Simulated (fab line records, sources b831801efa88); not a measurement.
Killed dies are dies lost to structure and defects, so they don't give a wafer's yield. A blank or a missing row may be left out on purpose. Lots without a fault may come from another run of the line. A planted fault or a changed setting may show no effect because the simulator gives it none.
A struck lot beside a sound one | flow sky130 | 16 steps out of a route of 708
Sound: wafers L182.3, L182.4, L182.6. Struck: wafers L190.1, L190.2, L190.6. The cause comes at the end.
At each step with rows: each side's tool, then ch and its chambers, then its first start. Under that, the readings that differ: sound wafers | struck wafers | difference of the means | sigmas: that difference in standard deviations of wafers without a fault.
alike: readings whose means differ by less than 2 such deviations, and words and numbers that are the same on both sides. not compared: withheld readings, readings that some wafer has no value for, bounds like >300 that may hide the same value, and numbers for which the record gives no deviation and whose values overlap.
The two part at a step that has a row with sigmas, a row that says differs or no value, or rows on one side only. Numbers that don't overlap but have no deviation are shown without sigmas and don't part them. A reading that every wafer of one side lacks parts them only if that side has two wafers or more.

first, 1 step without rows for these wafers: SKY_VIA4_HDPCVD_00 (deposits SiO2, target thk 1750 nm, time 291.7 s).
SKY_VIA4_THK_MEAS_01:
  sound on film_metro-03, day 43 03:26; struck on film_metro-02, day 45 04:22
  alike: VIA4_HDPCVD_THK
SKY_VIA4_CMP_02: polishes SiO2.
  sound on cmp-01 ch 1,2,3, day 43 03:28; struck on cmp-01 ch 0,2, day 45 04:28
  alike: motor_current_A, slurry_filter_dp_kPa
SKY_VIA4_BOW_MEAS_03:
  sound on film_metro-03, day 43 03:49; struck on film_metro-03, day 45 04:43
  alike: VIA4_BOW
then, 7 steps without rows for these wafers: SKY_VIA4_DEHYDRATE_04 (time 60 s); SKY_VIA4_HMDS_05 (prime time 60 s); SKY_VIA4_COAT_06 (resist thk 1140 nm); SKY_VIA4_SOFTBAKE_07 (time 60 s); SKY_VIA4_EXPOSE_08 (exposes mask VIM4, target cd 800 nm); SKY_VIA4_PEB_09; SKY_VIA4_DEVELOP_10 (develop time 60 s).
SKY_VIA4_OVL_MEAS_11:
  sound on overlay-02, day 44 02:01; struck on overlay-01, day 45 23:57
  alike: VIA4_OVL
SKY_VIA4_ETCH_12: etches SiO2 in C4F8/O2/Ar, stops on TiN, target depth 580 nm.
  sound on rie_diel-02 ch 1,2, day 44 02:02; struck on rie_diel-02 ch 0,1, day 45 23:59
  no value came back on the struck wafers for bias_w (W), chamber_pressure_mTorr (mTorr), oes_product_au (a.u.); on the sound wafers bias_w (W) reads 1200 1203 1197
  reading                                   | sound          | struck         | difference | sigmas
  model.NOVOLAK_of_VIA4_COAT_06.thk_nm (nm) | 1004 1005 1005 | 1137 1138 1133 | +131       |
SKY_VIA4_STRIP_13: strips in O2/N2.
  sound on plasma_asher-04 ch 0,1, day 44 02:09; struck on plasma_asher-04 ch 0,1, day 46 00:04
  reading                      | sound                | struck               | difference | sigmas
  strip_time_to_endpoint_s (s) | 12.780 12.794 12.806 | 14.147 14.158 14.100 | +1.342     | +46
  alike: drypump_motor_current_A, oes_product_au
  not compared: rf_hours_counter_h
then, 1 step without rows for these wafers: SKY_VIA4_STRIP_14 (strips in post etch residue remover, time 1200 s).
-- the record jumps here: 3 days lie between the struck wafers' starts before and after (it left off in module VIA4 and takes up again in module PAD_OPEN, whose first step shown is number 708 of the route) --
SKY_PAD_OPEN_PROBE_99:
  the record has rows for the struck wafers here (prober-02, day 48 14:53) and none for the sound ones

WHERE THEY PART
First at SKY_VIA4_ETCH_12; last, within this record, at SKY_PAD_OPEN_PROBE_99.

WHY: what the simulator had put in
Skipped step whole: rie_diel-02, from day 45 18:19 on, at SKY_VIA4_ETCH_12. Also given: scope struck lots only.
